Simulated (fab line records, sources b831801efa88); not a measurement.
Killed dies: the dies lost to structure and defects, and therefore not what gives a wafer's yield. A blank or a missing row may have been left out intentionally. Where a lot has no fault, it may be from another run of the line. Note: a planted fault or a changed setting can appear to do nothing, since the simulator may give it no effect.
Matching of chambers :: flow gf180mcu :: cmp-02 running GF_CONTACT_CMP_04: 4 sister chambers
The step polishes SiO2. 8 wafers are shown with their chamber, then 9 later ones without.

== EACH WAFER AND ITS CHAMBER ==
wafer: L959.5
chamber: 0
motor current A (A): 12.5
time to endpoint s (s): 112

wafer: L962.1
chamber: 0
motor current A (A): 12.3
time to endpoint s (s): 106

wafer: L963.1
chamber: 2
motor current A (A): 14.2
time to endpoint s (s): 112

wafer: L963.3
chamber: 3
motor current A (A): 14.0
time to endpoint s (s): 107

wafer: L963.6
chamber: 1
motor current A (A): 11.2
time to endpoint s (s): 114

wafer: L971.1
chamber: 1
motor current A (A): 10.7
time to endpoint s (s): 119

wafer: L971.3
chamber: 2
motor current A (A): 14.1
time to endpoint s (s): 105

wafer: L971.4
chamber: 3
motor current A (A): 14.2
time to endpoint s (s): 114

== WAFERS WHOSE CHAMBER IS MISSING ==
wafer: L972.2
motor current A (A): 11.2
time to endpoint s (s): 107

wafer: L972.4
motor current A (A): 12.9
time to endpoint s (s): 107

wafer: L972.6
motor current A (A): 14.3
time to endpoint s (s): 108

wafer: L974.1
motor current A (A): 14.7
time to endpoint s (s): 107

wafer: L974.5
motor current A (A): 14.5
time to endpoint s (s): 111

wafer: L974.6
motor current A (A): 11.5
time to endpoint s (s): 111

wafer: L978.3
motor current A (A): 13.4
time to endpoint s (s): 105

wafer: L978.4
motor current A (A): 10.4
time to endpoint s (s): 115

wafer: L978.6
motor current A (A): 12.8
time to endpoint s (s): 118

== WHICH CHAMBER EACH WENT THROUGH ==
wafer: L972.2
from the rows above: 1
in truth: 1

wafer: L972.4
from the rows above: 0
in truth: 0

wafer: L972.6
from the rows above: can't be placed: 2 or 3
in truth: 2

wafer: L974.1
from the rows above: can't be placed: 2 or 3
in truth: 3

wafer: L974.5
from the rows above: can't be placed: 2 or 3
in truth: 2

wafer: L974.6
from the rows above: can't be placed: 1 or 0
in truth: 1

wafer: L978.3
from the rows above: can't be placed: 3 or 2 or 0
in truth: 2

wafer: L978.4
from the rows above: 1
in truth: 1

wafer: L978.6
from the rows above: 0
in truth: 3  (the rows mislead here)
Correct placement for 3 of the 9. Can't be placed from these rows: 5 (the true chamber is among the candidates in 5). Placed wrongly: 1.
How it was worked out, from the rows above alone: a wafer's distance from a chamber is the root of the sum, over the readings, of the square of ((its reading less the chamber's mean) divided by the reading's scatter). If the next closest chamber is less than 2 further off than the closest, the wafer can't be placed; otherwise it belongs to the closest. The mean given for a chamber averages the wafers shown for that chamber. The scatter: the root of (the sum of the squares of (reading less its chamber's mean) over the shown wafers, divided by (wafers less chambers)).
